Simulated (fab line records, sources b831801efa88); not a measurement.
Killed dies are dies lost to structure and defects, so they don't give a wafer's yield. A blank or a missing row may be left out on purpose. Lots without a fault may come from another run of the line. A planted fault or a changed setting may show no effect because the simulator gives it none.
A struck lot beside a sound one | flow sky130 | 34 steps out of a route of 708
Sound: wafers L580.1, L580.4, L580.5. Struck: wafers L582.1, L582.2, L582.5. The cause comes at the end.
At each step with rows: each side's tool, then ch and its chambers, then its first start. Under that, the readings that differ: sound wafers | struck wafers | difference of the means | sigmas: that difference in standard deviations of wafers without a fault.
alike: readings whose means differ by less than 2 such deviations, and words and numbers that are the same on both sides. not compared: withheld readings, readings that some wafer has no value for, bounds like >300 that may hide the same value, and numbers for which the record gives no deviation and whose values overlap.
The two part at a step that has a row with sigmas, a row that says differs or no value, or rows on one side only. Numbers that don't overlap but have no deviation are shown without sigmas and don't part them. A reading that every wafer of one side lacks parts them only if that side has two wafers or more.

first, 9 steps without rows for these wafers: SKY_VIA3_CMP_02 (polishes SiO2); SKY_VIA3_DEHYDRATE_04 (time 60 s); SKY_VIA3_HMDS_05 (prime time 60 s); SKY_VIA3_COAT_06 (resist thk 60 nm); SKY_VIA3_COAT_07 (resist thk 450 nm); SKY_VIA3_SOFTBAKE_08 (time 90 s); SKY_VIA3_EXPOSE_09 (exposes mask VIM3, target cd 200 nm); SKY_VIA3_PEB_10; SKY_VIA3_DEVELOP_11 (develop time 60 s).
SKY_VIA3_ETCH_14: etches BARC in N2/H2, stops on SiO2, time 45.9 s, target depth 60 nm.
  sound on rie_diel-04 ch 0,1,2, day 42 09:47; struck on rie_diel-04 ch 0,1,3, day 42 16:29
  alike: drypump_motor_current_A, oes_product_au, throttle_valve_pct
  not compared: rf_hours_counter_h
then, 23 steps without rows for these wafers: SKY_VIA3_ETCH_15 (etches SiO2 in C4F8/O2/Ar, stops on TiN, target depth 507 nm, time 78 s); SKY_VIA3_STRIP_16 (strips in O2/N2); SKY_VIA3_STRIP_17 (strips in post etch residue remover, time 1200 s); SKY_VIA3_CLEAN_18 (cleans in IPA, time 180 s); SKY_VIA3_CLEAN_19 (cleans in O3/DIW); SKY_VIA3_SPUTTER_20 (material TiN, target thk 20 nm, time 80 s); SKY_VIA3_CVD_21 (deposits W, target thk 390 nm, time 117.31 s); SKY_VIA3_CMP_24 (polishes, stops on SiO2, t overpolish 20 s, target thk 0 nm); SKY_METAL4_SPUTTER_00 (material Ti, target thk 15 nm, time 10 s); SKY_METAL4_SPUTTER_01 (material TiN, target thk 20 nm, time 16.7 s); SKY_METAL4_SPUTTER_02 (material AlCu, target thk 735 nm, time 39.1 s); SKY_METAL4_SPUTTER_03 (material Ti, target thk 5 nm, time 3.3 s); SKY_METAL4_SPUTTER_04 (material TiN, target thk 70 nm, time 58.3 s); SKY_CAP2M_CVD_00 (deposits SiO2, target thk 15.5 nm); SKY_CAP2M_SPUTTER_02 (material TiN, target thk 200 nm, time 166.7 s); SKY_CAP2M_DEHYDRATE_05 (time 60 s); SKY_CAP2M_HMDS_06 (prime time 60 s); SKY_CAP2M_COAT_07 (resist thk 1140 nm); SKY_CAP2M_SOFTBAKE_08 (time 60 s); SKY_CAP2M_EXPOSE_09 (exposes mask CAP2M, target cd 1000 nm); SKY_CAP2M_PEB_10; SKY_CAP2M_DEVELOP_11 (develop time 60 s); SKY_CAP2M_METAL_ETCH_13 (etches TiN in Cl2/BCl3, stops on SiO2, target depth 220 nm, time 62.9 s).
-- the record jumps here: 6 days lie between the struck wafers' starts before and after (it left off in module CAP2M and takes up again in module PAD_OPEN, whose first step shown is number 708 of the route) --
SKY_PAD_OPEN_PROBE_99:
  sound on prober-02, day 48 02:11; struck on prober-02, day 48 07:25
  reading                               | sound             | struck            | difference | sigmas
  defect_limited_yield (%)              | 83.7 81.9 80.7    | 75.4 72.6 79.1    | -6.4       | -3
  killed_at_M0_to_M3                    | 37 42 47          | 68 90 69          | +34        | +5
  killed_dies                           | 80 89 95          | 121 135 103       | +32        | +3
  sort_bin_3_pad_short (%)              | 1.2 1.2 1.6       | 2.4 3.3 2.4       | +1.4       | +3
  sort_bin_5_function (%)               | 8.7 10.6 12.4     | 14.0 17.3 12.6    | +4.1       | +3
  sort_n_pass                           | 412 403 397       | 371 357 389       | -32        | -3
  sort_yield_pct (%)                    | 83.7 81.9 80.7    | 75.4 72.6 79.1    | -6.4       | -3
  model.etest.tester.sort_n_pass        | 412 403 397       | 371 357 389       | -32        |
  model.etest.tester.sort_yield_pct (%) | 83.74 81.91 80.69 | 75.41 72.56 79.06 | -6.44      |
  model.etest.tester.sort_bin_5_pct (%) | 8.74 10.57 12.4   | 14.02 17.28 12.6  | +4.06      |
  model.etest.tester.sort_bin_3_pct (%) | 1.22 1.22 1.626   | 2.439 3.252 2.439 | +1.355     |
  alike: killed_at_M4_up, killed_at_contacts, killed_at_front_end, killed_at_other, killed_open, killed_short, sort_bin_6_memory

WHERE THEY PART
Only at SKY_PAD_OPEN_PROBE_99, within this record.

WHY: what the simulator had put in
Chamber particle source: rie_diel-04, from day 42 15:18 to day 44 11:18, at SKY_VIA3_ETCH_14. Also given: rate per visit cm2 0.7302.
